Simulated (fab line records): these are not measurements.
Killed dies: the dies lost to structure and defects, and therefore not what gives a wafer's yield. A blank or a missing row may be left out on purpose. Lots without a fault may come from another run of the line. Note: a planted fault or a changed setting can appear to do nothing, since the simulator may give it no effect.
Which of the tools did it? -- flow sky130 -- 10 lots with 30 wafers sampled at 6 steps, on a route of 708 steps

WHAT THE GAUGES READ, wafer by wafer
SKY_VIA2_CD_MEAS_12: the cd target is 200 nm. Usual: cd-nm 199.8 nm, standard deviation 1.5.
lot,measured,on,cd-nm (nm),flag
L943,day 36 20:18,cd-sem-02,200.7 199.9 199.5,
L947,day 38 10:46,cd-sem-01,198.2 199.2 198.9,
L946,day 38 12:46,cd-sem-02,201.3 201.2 201.3,
L948,day 38 17:17,cd-sem-02,202.0 200.2 200.1,
L949,day 38 18:50,cd-sem-01,199.6 199.2 200.3,
L951,day 39 07:36,cd-sem-02,197.5 196.6 196.1,
L952,day 39 17:21,cd-sem-01,197.7 197.4 197.4,
L954,day 40 06:20,cd-sem-02,199.8 197.5 198.4,
L964,day 43 00:58,cd-sem-02,202.3 202.6 201.1,
L965,day 43 06:26,cd-sem-02,199.0 199.7 200.7,

SKY_CAPM_RS_MEAS_03: measurement is done with a four-point probe. Usual: CAPM_TIN_RS gives 6.91 ohm/sq (standard deviation 0.083).
lot,measured,on,CAPM_TIN_RS (ohm/sq),flag
L943,day 36 22:10,film-metro-01,7.00 6.98 6.93,
L947,day 38 12:41,film-metro-03,6.97 6.82 6.99,
L946,day 38 14:58,film-metro-02,6.88 6.83 6.96,
L948,day 38 19:22,film-metro-01,6.83 6.80 6.84,
L949,day 38 20:54,film-metro-02,6.82 6.86 6.81,
L951,day 39 09:38,film-metro-03,6.96 6.96 6.87,
L952,day 39 19:19,film-metro-02,6.90 7.03 6.94,
L954,day 40 08:14,film-metro-03,6.87 6.94 6.93,
L964,day 43 03:20,film-metro-01,8.91 8.98 8.88,OFF
L965,day 43 08:22,film-metro-03,9.07 9.01 9.03,OFF

SKY_CAPM_THK_MEAS_04: measures by xrf. Usual: CAPM_TIN_THK gives 198.4 nm (standard deviation 2.5).
lot,measured,on,CAPM_TIN_THK (nm),flag
L943,day 36 22:17,film-metro-01,196.2 196.1 197.5,
L947,day 38 12:48,film-metro-03,197.6 202.5 197.6,
L946,day 38 15:04,film-metro-02,197.0 200.7 196.0,
L948,day 38 19:29,film-metro-01,201.3 201.8 200.1,
L949,day 38 21:01,film-metro-02,199.4 197.8 200.9,
L951,day 39 09:46,film-metro-03,197.9 198.2 199.8,
L952,day 39 19:25,film-metro-02,198.6 195.6 199.1,
L954,day 40 08:20,film-metro-03,199.4 198.1 198.3,
L964,day 43 03:27,film-metro-01,155.4 154.5 155.6,OFF
L965,day 43 08:28,film-metro-03,152.3 153.7 152.7,OFF

WHICH TOOL RAN EACH LOT (tool, then ch and the chambers of the sampled wafers, then the start)
lot,SKY_METAL2_SPUTTER_01,SKY_VIA2_CVD_21,SKY_CAPM_SPUTTER_02
L943,"pvd-sputter-02, day 34 14:08","cvd-w-01 ch 0,1, day 36 21:13","pvd-sputter-03, day 36 22:04"
L947,"pvd-sputter-02, day 36 06:17","cvd-w-01 ch 0,1, day 38 11:43","pvd-sputter-04, day 38 12:34"
L946,"pvd-sputter-01, day 36 07:34","cvd-w-01 ch 0,1, day 38 14:01","pvd-sputter-01, day 38 14:49"
L948,"pvd-sputter-03, day 36 12:53","cvd-w-02 ch 0, day 38 18:19","pvd-sputter-01, day 38 19:14"
L949,"pvd-sputter-03, day 36 14:28","cvd-w-02 ch 0, day 38 19:49","pvd-sputter-04, day 38 20:47"
L951,"pvd-sputter-03, day 37 03:08","cvd-w-02 ch 0, day 39 08:33","pvd-sputter-01, day 39 09:32"
L952,"pvd-sputter-01, day 37 13:02","cvd-w-02 ch 0,1, day 39 18:20","pvd-sputter-01, day 39 19:12"
L954,"pvd-sputter-02, day 38 02:12","cvd-w-01 ch 0,1, day 40 07:17","pvd-sputter-01, day 40 08:05"
L964,"pvd-sputter-01, day 40 23:44","cvd-w-01 ch 0,1, day 43 01:53","pvd-sputter-04, day 43 03:13"
L965,"pvd-sputter-03, day 41 04:55","cvd-w-02 ch 0,1, day 43 07:24","pvd-sputter-04, day 43 08:13"
- SKY_METAL2_SPUTTER_01: material TiN, target thk 20 nm, time 16.7 s.
- SKY_VIA2_CVD_21: deposits W, target thk 420 nm, time 126.4 s.
- SKY_CAPM_SPUTTER_02: material TiN, target thk 200 nm, time 166.7 s.

AS READ BY THE TOOLS THEMSELVES (means over the sampled wafers that have a number; for cases with no such wafer, the mark the record gives instead)
SKY_METAL2_SPUTTER_01. Usual: throttle-valve-pct 30.1 %, standard deviation 0.85.
lot,tool,throttle-valve-pct (%),flag
L943,pvd-sputter-02,30.5,
L947,pvd-sputter-02,30.0,
L946,pvd-sputter-01,31.7,
L948,pvd-sputter-03,29.5,
L949,pvd-sputter-03,29.4,
L951,pvd-sputter-03,29.2,
L952,pvd-sputter-01,30.3,
L954,pvd-sputter-02,29.8,
L964,pvd-sputter-01,31.0,
L965,pvd-sputter-03,30.0,

SKY_VIA2_CVD_21. Usual: heater-power-w 860 W, standard deviation 57.
lot,tool,heater-power-w (W),flag
L943,cvd-w-01,837,
L947,cvd-w-01,837,
L946,cvd-w-01,840,
L948,cvd-w-02,851,
L949,cvd-w-02,840,
L951,cvd-w-02,853,
L952,cvd-w-02,907,
L954,cvd-w-01,812,
L964,cvd-w-01,793,
L965,cvd-w-02,922,

SKY_CAPM_SPUTTER_02. Usual: throttle-valve-pct 30.4 %, standard deviation 1.
lot,tool,throttle-valve-pct (%),flag
L943,pvd-sputter-03,29.7,
L947,pvd-sputter-04,30.1,
L946,pvd-sputter-01,30.8,
L948,pvd-sputter-01,30.9,
L949,pvd-sputter-04,30.1,
L951,pvd-sputter-01,30.4,
L952,pvd-sputter-01,31.4,
L954,pvd-sputter-01,30.6,
L964,pvd-sputter-04,29.9,
L965,pvd-sputter-04,30.5,

THE ANSWER, worked out from the rows above alone
Rule: lot off if the mean of its wafers having a number is beyond 3 standard deviations from the usual mean. A lot without any number at a reading at which 4 lots or more have one is off too. The other lots that the step has rows for count as sound. First the gauges in route order, then the tools' own readings, where a lot's mean is used as printed above. At the first step where some lot is off, the reading lying furthest off is the one used; lots without a number count as furthest.
Off: L964, L965, at SKY_CAPM_RS_MEAS_03 (CAPM_TIN_RS).
A tool fits if, at a process step before that reading, it ran every lot that is off, and no sound lot after the first of them. Those tools and the gauges at SKY_CAPM_RS_MEAS_03 are tried in the same way. One fits: SKY_CAPM_SPUTTER_02 on pvd-sputter-04. Its last sound lot is L949 (day 38 20:47), its first lot that is off L964 (day 43 03:13): a fault that began between those two fits.

WHAT HAD BEEN PUT IN BY THE SIMULATOR
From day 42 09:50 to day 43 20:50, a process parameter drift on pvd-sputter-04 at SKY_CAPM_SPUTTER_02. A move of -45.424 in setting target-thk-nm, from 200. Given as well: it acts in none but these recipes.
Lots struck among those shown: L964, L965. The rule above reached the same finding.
